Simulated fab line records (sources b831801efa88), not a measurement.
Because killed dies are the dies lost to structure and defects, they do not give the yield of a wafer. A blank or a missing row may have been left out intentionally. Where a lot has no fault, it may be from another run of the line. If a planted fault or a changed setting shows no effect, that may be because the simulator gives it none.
fab line records | flow sky130
record: lots: 5 | wafers: 15 | last_day: 49
route steps=708 shown VT_ADJUST_HVTP@87 VT_ADJUST_LVTN@97 VT_ADJUST_NCORE@119 VT_ADJUST_HVTR@142 VT_ADJUST_PCH@153 SONOS_TUNNEL@166 PAD_OPEN@708
lots untouched by any fault: they come from a run of this same line in which no faults occurred
start_h: hours from the record's first day to the start of the lot's first wafer shown | wait_h: hours from the lot's prior step to this one | " as in the row above | L1.1+2: several wafers, shown together as one row | - no value, or no start given | * or withheld: withheld | < > ~ a bound
route shown NAME@n: names a module that has steps shown in the file, with the first one's number in the route | usual: the fault-free wafers' mean and standard deviation | same: alike in all rows | chamber/n: place in a boat | sites: readings site by site | _std_site: the standard deviation of these | _edge_site: outer sites' mean less inner sites' | radius_mm: how far each site lies from the wafer's centre | mask NAME#n: copy n | behind: tool/chamber where the wafer was last shaped | hold: cause of the lot's hold/its duration in hours/its outcome | device: the transistor (n, p or np) that didn't switch | end of line: the route-end tests of the same wafers | where a step has no rows: the recipe by itself | killed: dies that structure and defects cost at the first sort, which is not the same as the wafer's yield | map: dies across one wafer; x = killed, . = not, _ = none there
set.NAME: the setting the step ran with; set.NAME@STEP: the setting that earlier step ran with | model.NAME: the simulator's own value behind a step, which no gauge read
lots at some steps of the route; a table a step, a row a wafer
== steps ==
step: SKY_VT_ADJUST_HVTP_COAT_02
recipe: resist: NOVOLAK | spin_rpm: 3000 | resist_thk_nm: 1140
step: SKY_VT_ADJUST_HVTP_SOFTBAKE_03
recipe: temp_c: 90 | time_s: 60 | resist: NOVOLAK
step: SKY_VT_ADJUST_HVTP_EXPOSE_04
recipe: mask_id: HVTPM | na: 0.6 | source_shape: conventional | sigma_outer: 0.6 | polarization: unpolarized | target_cd_nm: 380 | dose_mj: 140
step: SKY_VT_ADJUST_HVTP_PEB_05
recipe: temp_c: withheld | time_s: * | resist: NOVOLAK
step: SKY_VT_ADJUST_HVTP_DEVELOP_06
recipe: resist: NOVOLAK | developer: TMAH | develop_time_s: 60 | dev_temp_c: 23
step: SKY_VT_ADJUST_HVTP_IMPLANT_09
recipe: species: As | energy_kev: 150 | dose_cm2: 4.3e+12 | tilt_deg: withheld
step: SKY_VT_ADJUST_HVTP_STRIP_10
recipe: chemistry: O2/N2 | power_w: 1400 | pressure_mtorr: 1500 | platen_temp_c: withheld | o2_flow_sccm: 3000 | n2_flow_sccm: 300 | overash_fraction: 0.5
step: SKY_VT_ADJUST_LVTN_DEHYDRATE_00
recipe: temp_c: 200 | time_s: 60
step: SKY_VT_ADJUST_LVTN_HMDS_01
recipe: prime_time_s: 60 | prime_temp_c: 120
step: SKY_VT_ADJUST_LVTN_COAT_02
recipe: spin_rpm: 2000 | resist_thk_nm: 3000
usual: chill_plate_temp_C: 22.98/0.11 | dispense_pressure_kPa: 48/4.2
lot.wafer | tool           | chamber | start_h | wait_h | chill_plate_temp_C | dispense_pressure_kPa
L362.3    | litho_track-03 | 0       | 206.76  | 0.1    | 22.89              | 44
L362.4    | "              | 0       | "       | "      | 22.92              | 44
L362.5    | "              | 0       | "       | "      | 22.91              | 44
L367.1    | litho_track-03 | -       | 228.61  | 0.1    | -                  | -
L367.2    | "              | -       | "       | "      | -                  | -
L367.5    | "              | -       | "       | "      | -                  | -
L368.2    | litho_track-02 | -       | 235.09  | 0.1    | -                  | -
L368.3    | "              | -       | "       | "      | -                  | -
L368.4    | "              | -       | "       | "      | -                  | -
L369.1    | litho_track-02 | -       | 238.92  | 0.1    | -                  | -
L369.2    | "              | -       | "       | "      | -                  | -
L369.4    | "              | -       | "       | "      | -                  | -
L370.1    | litho_track-03 | 0       | 243.76  | 0.1    | 22.95              | 44
L370.5    | "              | 0       | "       | "      | 22.86              | 44
L370.6    | "              | 0       | "       | "      | 22.91              | 44
step: SKY_VT_ADJUST_LVTN_SOFTBAKE_03
recipe: temp_c: 110 | time_s: withheld
step: SKY_VT_ADJUST_LVTN_EXPOSE_04
recipe: mask_id: NWM_COMPLEMENT_LESS_NATIVE | na: 0.6 | source_shape: conventional | sigma_outer: 0.6 | polarization: unpolarized | target_cd_nm: 840 | dose_mj: 194
step: SKY_VT_ADJUST_LVTN_PEB_05
recipe: temp_c: 115 | time_s: withheld
step: SKY_VT_ADJUST_LVTN_DEVELOP_06
recipe: wall_angle_deg: 90 | developer: TMAH | develop_time_s: 60 | dev_temp_c: 23
step: SKY_VT_ADJUST_LVTN_OVL_MEAS_07
usual: VT_ADJUST_LVTN_OVL: -0.2/1.4
lot.wafer | tool       | chamber | start_h | wait_h | VT_ADJUST_LVTN_OVL[nm]
L362.3    | overlay-02 | -       | 217.67  | -      | -1.7
L362.4    | "          | -       | "       | "      | -1.0
L362.5    | "          | -       | "       | "      | -2.0
L367.1    | overlay-02 | -       | 239.96  | -      | -
L367.2    | "          | -       | "       | "      | -
L367.5    | "          | -       | "       | "      | -
L368.2    | overlay-01 | -       | 245.96  | -      | -
L368.3    | "          | -       | "       | "      | -
L368.4    | "          | -       | "       | "      | -
L369.1    | overlay-02 | -       | 249.82  | -      | -
L369.2    | "          | -       | "       | "      | -
L369.4    | "          | -       | "       | "      | -
L370.1    | overlay-01 | -       | 256.06  | -      | 1.5
L370.5    | "          | -       | "       | "      | 0.3
L370.6    | "          | -       | "       | "      | 0.9
step: SKY_VT_ADJUST_LVTN_IMPLANT_08
recipe: species: B | energy_kev: 30 | dose_cm2: 1.57e+12 | tilt_deg: withheld
step: SKY_VT_ADJUST_LVTN_STRIP_09
recipe: chemistry: O2/N2 | power_w: 1400 | pressure_mtorr: 1500 | platen_temp_c: withheld | o2_flow_sccm: 3000 | n2_flow_sccm: 300 | overash_fraction: 0.5
step: SKY_VT_ADJUST_LVTN_DEHYDRATE_11
recipe: temp_c: 200 | time_s: 60
step: SKY_VT_ADJUST_LVTN_HMDS_12
recipe: prime_time_s: 60 | prime_temp_c: 120
step: SKY_VT_ADJUST_LVTN_COAT_13
recipe: resist: NOVOLAK | spin_rpm: 3000 | resist_thk_nm: 1140
step: SKY_VT_ADJUST_LVTN_SOFTBAKE_14
recipe: temp_c: 90 | time_s: 60 | resist: NOVOLAK
step: SKY_VT_ADJUST_LVTN_EXPOSE_15
recipe: mask_id: HVN_STD_DERIVED | na: 0.6 | source_shape: conventional | sigma_outer: 0.6 | polarization: unpolarized | target_cd_nm: 600 | dose_mj: 163
step: SKY_VT_ADJUST_LVTN_PEB_16
recipe: temp_c: withheld | time_s: * | resist: NOVOLAK
step: SKY_VT_ADJUST_LVTN_DEVELOP_17
recipe: resist: NOVOLAK | developer: TMAH | develop_time_s: 60 | dev_temp_c: 23
step: SKY_VT_ADJUST_LVTN_IMPLANT_19
recipe: species: B | energy_kev: 30 | dose_cm2: 6.5e+11 | tilt_deg: withheld
step: SKY_VT_ADJUST_LVTN_STRIP_20
recipe: chemistry: O2/N2 | power_w: 1400 | pressure_mtorr: 1500 | platen_temp_c: withheld | o2_flow_sccm: 3000 | n2_flow_sccm: 300 | overash_fraction: 0.5
step: SKY_VT_ADJUST_LVTN_TW_MEAS_21
usual: VT_ADJUST_LVTN_2_TW: 187.4/1.9
lot.wafer | tool          | chamber | start_h | wait_h | VT_ADJUST_LVTN_2_TW
L362.3    | film_metro-01 | -       | 241.71  | 0.1    | 185.6
L362.4    | "             | -       | "       | "      | 186.0
L362.5    | "             | -       | "       | "      | 185.7
L367.1    | film_metro-01 | -       | 264.20  | 0.1    | 263.1
L367.2    | "             | -       | "       | "      | 264.3
L367.5    | "             | -       | "       | "      | 263.7
L368.2    | film_metro-03 | -       | 270.66  | 0.1    | 267.4
L368.3    | "             | -       | "       | "      | 266.7
L368.4    | "             | -       | "       | "      | 267.4
L369.1    | film_metro-03 | -       | 274.40  | 0.1    | 265.9
L369.2    | "             | -       | "       | "      | 267.6
L369.4    | "             | -       | "       | "      | 267.9
L370.1    | film_metro-01 | -       | 279.85  | 0.1    | 185.6
L370.5    | "             | -       | "       | "      | 186.3
L370.6    | "             | -       | "       | "      | 185.8
step: SKY_VT_ADJUST_NCORE_DEHYDRATE_00
recipe: temp_c: 200 | time_s: 60
step: SKY_VT_ADJUST_NCORE_HMDS_01
recipe: prime_time_s: 60 | prime_temp_c: 120
step: SKY_VT_ADJUST_NCORE_COAT_02
recipe: resist: NOVOLAK | spin_rpm: 3000 | resist_thk_nm: 1140
step: SKY_VT_ADJUST_NCORE_SOFTBAKE_03
recipe: temp_c: 90 | time_s: 60 | resist: NOVOLAK
step: SKY_VT_ADJUST_NCORE_EXPOSE_04
recipe: mask_id: LVTN_COMPLEMENT_THIN | na: 0.6 | source_shape: conventional | sigma_outer: 0.6 | polarization: unpolarized | target_cd_nm: 380 | dose_mj: 139
step: SKY_VT_ADJUST_NCORE_PEB_05
recipe: temp_c: withheld | time_s: * | resist: NOVOLAK
step: SKY_VT_ADJUST_NCORE_DEVELOP_06
recipe: resist: NOVOLAK | developer: TMAH | develop_time_s: 60 | dev_temp_c: 23
step: SKY_VT_ADJUST_NCORE_IMPLANT_09
recipe: species: B | energy_kev: 10 | dose_cm2: 2.4e+12 | tilt_deg: withheld
step: SKY_VT_ADJUST_NCORE_TW_MEAS_11
usual: VT_ADJUST_NCORE_TW: 219.8/1.9
lot.wafer | tool          | chamber | start_h | wait_h | VT_ADJUST_NCORE_TW
L362.3    | film_metro-04 | -       | 265.94  | 0.1    | 222.2
L362.4    | "             | -       | "       | "      | 222.4
L362.5    | "             | -       | "       | "      | 221.5
L367.1    | film_metro-03 | -       | 288.67  | 0.1    | 280.4
L367.2    | "             | -       | "       | "      | 280.1
L367.5    | "             | -       | "       | "      | 280.4
L368.2    | film_metro-02 | -       | 295.92  | 0.1    | 285.0
L368.3    | "             | -       | "       | "      | 283.9
L368.4    | "             | -       | "       | "      | 284.6
L369.1    | film_metro-02 | -       | 300.16  | 0.1    | 284.4
L369.2    | "             | -       | "       | "      | 283.9
L369.4    | "             | -       | "       | "      | 282.5
L370.1    | film_metro-03 | -       | 306.06  | 0.1    | 217.7
L370.5    | "             | -       | "       | "      | 216.8
L370.6    | "             | -       | "       | "      | 217.4
step: SKY_VT_ADJUST_HVTR_TW_MEAS_11
usual: VT_ADJUST_HVTR_TW: 211.1/2.6
lot.wafer | tool          | chamber | start_h | wait_h | VT_ADJUST_HVTR_TW
L362.3    | film_metro-01 | -       | 291.50  | 0.1    | 209.6
L362.4    | "             | -       | "       | "      | 209.0
L362.5    | "             | -       | "       | "      | 208.8
L367.1    | film_metro-01 | -       | 315.07  | 0.1    | 272.3
L367.2    | "             | -       | "       | "      | 272.3
L367.5    | "             | -       | "       | "      | 274.0
L368.2    | film_metro-01 | -       | 322.12  | 0.1    | 274.2
L368.3    | "             | -       | "       | "      | 272.5
L368.4    | "             | -       | "       | "      | 273.8
L369.1    | film_metro-04 | -       | 326.81  | 0.1    | 281.2
L369.2    | "             | -       | "       | "      | 281.2
L369.4    | "             | -       | "       | "      | 280.3
L370.1    | film_metro-01 | -       | 332.77  | 0.1    | 208.2
L370.5    | "             | -       | "       | "      | 207.1
L370.6    | "             | -       | "       | "      | 207.5
step: SKY_VT_ADJUST_PCH_TW_MEAS_10
usual: VT_ADJUST_PCH_TW: 141.6/1.4
lot.wafer | tool          | chamber | start_h | wait_h | VT_ADJUST_PCH_TW
L362.3    | film_metro-01 | -       | 317.37  | 0.1    | 139.0
L362.4    | "             | -       | "       | "      | 139.3
L362.5    | "             | -       | "       | "      | 140.1
L367.1    | film_metro-03 | -       | 341.25  | 0.1    | 251.5
L367.2    | "             | -       | "       | "      | 252.6
L367.5    | "             | -       | "       | "      | 253.5
L368.2    | film_metro-01 | -       | 348.91  | 0.1    | 245.6
L368.3    | "             | -       | "       | "      | 246.1
L368.4    | "             | -       | "       | "      | 245.6
L369.1    | film_metro-01 | -       | 353.65  | 0.1    | 247.2
L369.2    | "             | -       | "       | "      | 247.4
L369.4    | "             | -       | "       | "      | 245.8
L370.1    | film_metro-03 | -       | 359.25  | 0.1    | 142.8
L370.5    | "             | -       | "       | "      | 142.1
L370.6    | "             | -       | "       | "      | 142.4
step: SKY_SONOS_TUNNEL_TW_MEAS_12
usual: SONOS_TUNNEL_TW: 197.0/1.4
lot.wafer | tool          | chamber | start_h | wait_h | SONOS_TUNNEL_TW
L362.3    | film_metro-03 | -       | 344.10  | 0.0    | 196.2
L362.4    | "             | -       | "       | "      | 197.8
L362.5    | "             | -       | "       | "      | 197.5
L367.1    | film_metro-03 | -       | 369.12  | 0.0    | 269.6
L367.2    | "             | -       | "       | "      | 271.2
L367.5    | "             | -       | "       | "      | 270.8
L368.2    | film_metro-04 | -       | 376.79  | 0.0    | 273.8
L368.3    | "             | -       | "       | "      | 274.7
L368.4    | "             | -       | "       | "      | 273.0
L369.1    | film_metro-04 | -       | 382.57  | 0.0    | 273.9
L369.2    | "             | -       | "       | "      | 273.4
L369.4    | "             | -       | "       | "      | 272.5
L370.1    | film_metro-01 | -       | 387.06  | 0.0    | 195.5
L370.5    | "             | -       | "       | "      | 195.6
L370.6    | "             | -       | "       | "      | 195.6
step: SKY_PAD_OPEN_PROBE_99
usual: killed_at_M0_to_M3: 43/6.8 | killed_at_M4_up: 3.0/1.8 | killed_at_contacts: 23/5.4 | killed_at_front_end: 15/4.4 | killed_at_other: 0.3/0.51 | killed_dies: 85/9.2 | killed_on_rim: 17/3.7 | killed_open: 47/6.8 | killed_short: 39/6.8
same: gross_dies: 492 | killed_at_back_side: 0
lot.wafer | tool      | chamber | start_h | wait_h | killed_at_M0_to_M3 | killed_at_M4_up | killed_at_contacts | killed_at_front_end | killed_at_other | killed_dies | killed_on_rim | killed_open | killed_short
L367.1    | prober-01 | -       | 1163.38 | 0.1    | 49                 | 3               | 25                 | 415                 | 0               | 492         | 96            | 52          | 42
L367.2    | prober-01 | -       | 1163.43 | 0.1    | 58                 | 3               | 31                 | 400                 | 0               | 492         | 96            | 61          | 43
L367.5    | prober-01 | -       | 1163.58 | 0.2    | 56                 | 5               | 24                 | 407                 | 0               | 492         | 96            | 55          | 44
L368.2    | prober-02 | -       | 1164.33 | 0.1    | 51                 | 1               | 8                  | 432                 | 0               | 492         | 96            | 44          | 37
L368.3    | prober-02 | -       | 1164.38 | 0.2    | 41                 | 2               | 30                 | 419                 | 0               | 492         | 96            | 61          | 25
L368.4    | prober-02 | -       | 1164.43 | 0.2    | 45                 | 1               | 15                 | 431                 | 0               | 492         | 96            | 35          | 41
L369.1    | prober-01 | -       | 1166.24 | 0.1    | 57                 | 5               | 20                 | 410                 | 0               | 492         | 96            | 45          | 51
L369.2    | prober-01 | -       | 1166.29 | 0.1    | 32                 | 0               | 26                 | 434                 | 0               | 492         | 96            | 35          | 35
L369.4    | prober-01 | -       | 1166.39 | 0.2    | 54                 | 9               | 23                 | 406                 | 0               | 492         | 96            | 57          | 52
L370.1    | prober-02 | -       | 1176.43 | 0.1    | 45                 | 3               | 14                 | 18                  | 1               | 81          | 11            | 48          | 33
L370.5    | prober-02 | -       | 1176.63 | 0.2    | 44                 | 6               | 22                 | 19                  | 0               | 91          | 20            | 51          | 40
L370.6    | prober-02 | -       | 1176.68 | 0.2    | 41                 | 3               | 30                 | 13                  | 0               | 87          | 22            | 47          | 40
killed by level:class
L367.1 VT_ADJUST_LVTN:area_expose=398 VIA1:geometric_particle:open=11 VIA2:geometric_particle:open=10 LI_CONTACT:geometric_particle:open=8 CONTACT:geometric_particle:open=8 VIA3:geometric_particle:open=8 FIELD_ISO:geometric_particle:short=7 METAL1:geometric_particle:short=6
L367.2 VT_ADJUST_LVTN:area_expose=388 VIA1:geometric_particle:open=15 CONTACT:geometric_particle:open=11 LI_CONTACT:geometric_particle:open=10 METAL2:geometric_particle:short=9 VIA1:geometric_particle:short=8 VIA2:geometric_particle:open=8 VIA3:geometric_particle:open=7
L367.5 VT_ADJUST_LVTN:area_expose=393 VIA1:geometric_particle:open=15 VIA3:geometric_particle:open=10 LI_CONTACT:geometric_particle:open=9 METAL1:geometric_particle:short=8 VIA1:geometric_particle:short=8 CONTACT:geometric_particle:short=6 CONTACT:geometric_particle:open=6
L368.2 VT_ADJUST_LVTN:area_expose=411 VIA1:geometric_particle:open=16 FIELD_ISO:geometric_particle:open=7 METAL1:geometric_particle:short=6 VIA2:geometric_particle:open=6 VIA3:geometric_particle:short=6 METAL2:geometric_particle:short=5 POLY_GATE:geometric_particle:open=4
L368.3 VT_ADJUST_LVTN:area_expose=406 CONTACT:geometric_particle:open=15 VIA1:geometric_particle:open=10 LI_CONTACT:geometric_particle:open=10 VIA2:geometric_particle:open=10 FIELD_ISO:geometric_particle:open=6 METAL3:geometric_particle:short=5 VIA1:geometric_particle:short=4
L368.4 VT_ADJUST_LVTN:area_expose=416 VIA1:geometric_particle:open=11 METAL2:geometric_particle:short=7 VIA3:geometric_particle:open=6 METAL1:geometric_particle:short=6 CONTACT:geometric_particle:open=5 FIELD_ISO:geometric_particle:short=4 LOCAL_INTERCONNECT:geometric_particle:short=4
L369.1 VT_ADJUST_LVTN:area_expose=396 METAL3:geometric_particle:short=11 VIA1:geometric_particle:open=10 METAL2:geometric_particle:short=8 VIA2:geometric_particle:open=7 CONTACT:geometric_particle:open=6 FIELD_ISO:geometric_particle:open=5 LI_CONTACT:geometric_particle:open=5
L369.2 VT_ADJUST_LVTN:area_expose=422 CONTACT:geometric_particle:open=11 VIA2:geometric_particle:open=6 LOCAL_INTERCONNECT:geometric_particle:short=5 VIA1:geometric_particle:short=5 FIELD_ISO:geometric_particle:short=4 METAL2:geometric_particle:short=4 CONTACT:geometric_particle:short=4
L369.4 VT_ADJUST_LVTN:area_expose=383 CONTACT:geometric_particle:open=10 VIA1:geometric_particle:open=10 METAL1:geometric_particle:short=9 METAL2:geometric_particle:short=7 FIELD_ISO:geometric_particle:short=6 METAL1:geometric_particle:open=6 POLY_GATE:geometric_particle:short=5
L370.1 VIA1:geometric_particle:open=11 VIA3:geometric_particle:open=9 METAL1:geometric_particle:short=7 VIA2:geometric_particle:open=6 CONTACT:geometric_particle:open=6 LI_CONTACT:geometric_particle:open=5 METAL2:geometric_particle:short=5 FIELD_ISO:geometric_particle:short=4
L370.5 VIA3:geometric_particle:open=11 VIA1:geometric_particle:open=10 POLY_GATE:geometric_particle:open=7 CONTACT:geometric_particle:open=7 VIA2:geometric_particle:open=6 POLY_GATE:geometric_particle:short=5 LI_CONTACT:geometric_particle:open=5 LOCAL_INTERCONNECT:geometric_particle:short=4
L370.6 CONTACT:geometric_particle:open=10 VIA1:geometric_particle:open=8 METAL1:geometric_particle:short=8 VIA2:geometric_particle:open=7 LI_CONTACT:geometric_particle:open=6 CONTACT:geometric_particle:short=5 VIA1:geometric_particle:short=5 LOCAL_INTERCONNECT:geometric_particle:open=4
map L367.1 (x killed, . not)
__________xxxxxxxxxx_________
________xxxxxxxxxxxxxx_______
______xxxxxxxxxxxxxxxxxx_____
_____xxxxxxxxxxxxxxxxxxxx____
____xxxxxxxxxxxxxxxxxxxxxx___
___xxxxxxxxxxxxxxxxxxxxxxxx__
__xxxxxxxxxxxxxxxxxxxxxxxxxx_
_xxxxxxxxxxxxxxxxxxxxxxxxxxxx
_xxxxxxxxxxxxxxxxxxxxxxxxxxxx
_xxxxxxxxxxxxxxxxxxxxxxxxxxxx
_xxxxxxxxxxxxxxxxxxxxxxxxxxxx
_xxxxxxxxxxxxxxxxxxxxxxxxxxxx
_xxxxxxxxxxxxxxxxxxxxxxxxxxxx
_xxxxxxxxxxxxxxxxxxxxxxxxxxxx
_xxxxxxxxxxxxxxxxxxxxxxxxxxxx
__xxxxxxxxxxxxxxxxxxxxxxxxxx_
___xxxxxxxxxxxxxxxxxxxxxxxx__
____xxxxxxxxxxxxxxxxxxxxxx___
_____xxxxxxxxxxxxxxxxxxxx____
______xxxxxxxxxxxxxxxxxx_____
________xxxxxxxxxxxxxx_______
__________xxxxxxxxxx_________
map L368.2 (x killed, . not)
__________xxxxxxxxxx_________
________xxxxxxxxxxxxxx_______
______xxxxxxxxxxxxxxxxxx_____
_____xxxxxxxxxxxxxxxxxxxx____
____xxxxxxxxxxxxxxxxxxxxxx___
___xxxxxxxxxxxxxxxxxxxxxxxx__
__xxxxxxxxxxxxxxxxxxxxxxxxxx_
_xxxxxxxxxxxxxxxxxxxxxxxxxxxx
_xxxxxxxxxxxxxxxxxxxxxxxxxxxx
_xxxxxxxxxxxxxxxxxxxxxxxxxxxx
_xxxxxxxxxxxxxxxxxxxxxxxxxxxx
_xxxxxxxxxxxxxxxxxxxxxxxxxxxx
_xxxxxxxxxxxxxxxxxxxxxxxxxxxx
_xxxxxxxxxxxxxxxxxxxxxxxxxxxx
_xxxxxxxxxxxxxxxxxxxxxxxxxxxx
__xxxxxxxxxxxxxxxxxxxxxxxxxx_
___xxxxxxxxxxxxxxxxxxxxxxxx__
____xxxxxxxxxxxxxxxxxxxxxx___
_____xxxxxxxxxxxxxxxxxxxx____
______xxxxxxxxxxxxxxxxxx_____
________xxxxxxxxxxxxxx_______
__________xxxxxxxxxx_________
== key ==
first_sign: step: SKY_VT_ADJUST_LVTN_COAT_02 | reading: tool_record | direction: missing
effect: step: SKY_VT_ADJUST_LVTN_OVL_MEAS_07 | reading: VT_ADJUST_LVTN_OVL | direction: missing
effect: step: SKY_VT_ADJUST_LVTN_TW_MEAS_21 | reading: VT_ADJUST_LVTN_2_TW | direction: up | sigmas: 42 | usual: 187.4 | struck: 266.0
effect: step: SKY_VT_ADJUST_NCORE_TW_MEAS_11 | reading: VT_ADJUST_NCORE_TW | direction: up | sigmas: 33 | usual: 219.8 | struck: 282.8
effect: step: SKY_VT_ADJUST_HVTR_TW_MEAS_11 | reading: VT_ADJUST_HVTR_TW | direction: up | sigmas: 25 | usual: 211.1 | struck: 275.7
effect: step: SKY_VT_ADJUST_PCH_TW_MEAS_10 | reading: VT_ADJUST_PCH_TW | direction: up | sigmas: 75 | usual: 141.6 | struck: 248.4
effect: step: SKY_SONOS_TUNNEL_TW_MEAS_12 | reading: SONOS_TUNNEL_TW | direction: up | sigmas: 52 | usual: 197.0 | struck: 272.5
effect: step: SKY_PAD_OPEN_PROBE_99 | reading: killed_at_front_end | direction: up | sigmas: 91 | usual: 15 | struck: 417
more_kills_born_at: SKY_VT_ADJUST_LVTN_EXPOSE_04@iline_stepper-02: 2380 | SKY_VT_ADJUST_LVTN_EXPOSE_04@iline_stepper-01: 1233
met_at SKY_VT_ADJUST_LVTN_COAT_02
struck_wafers L367.1,L367.2,L367.5,L368.2,L368.3,L368.4,L369.1,L369.2,L369.4
tester_left_out L367,L368,L369
onset_between 206.76 228.61
fault: kind: skipped_step_whole | tool: litho_track-02,litho_track-03 | chamber: - | onset_h: 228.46 | steps: SKY_VT_ADJUST_LVTN_COAT_02 | scope: struck_lots_only
tester_left_out: of these lots the tester's yield and bins aren't shown, on N5 and GAA mostly nor the transistor test; their killed dies are dies lost to structure and defects alone, not to doping, threshold or leakage, so they don't give the yield
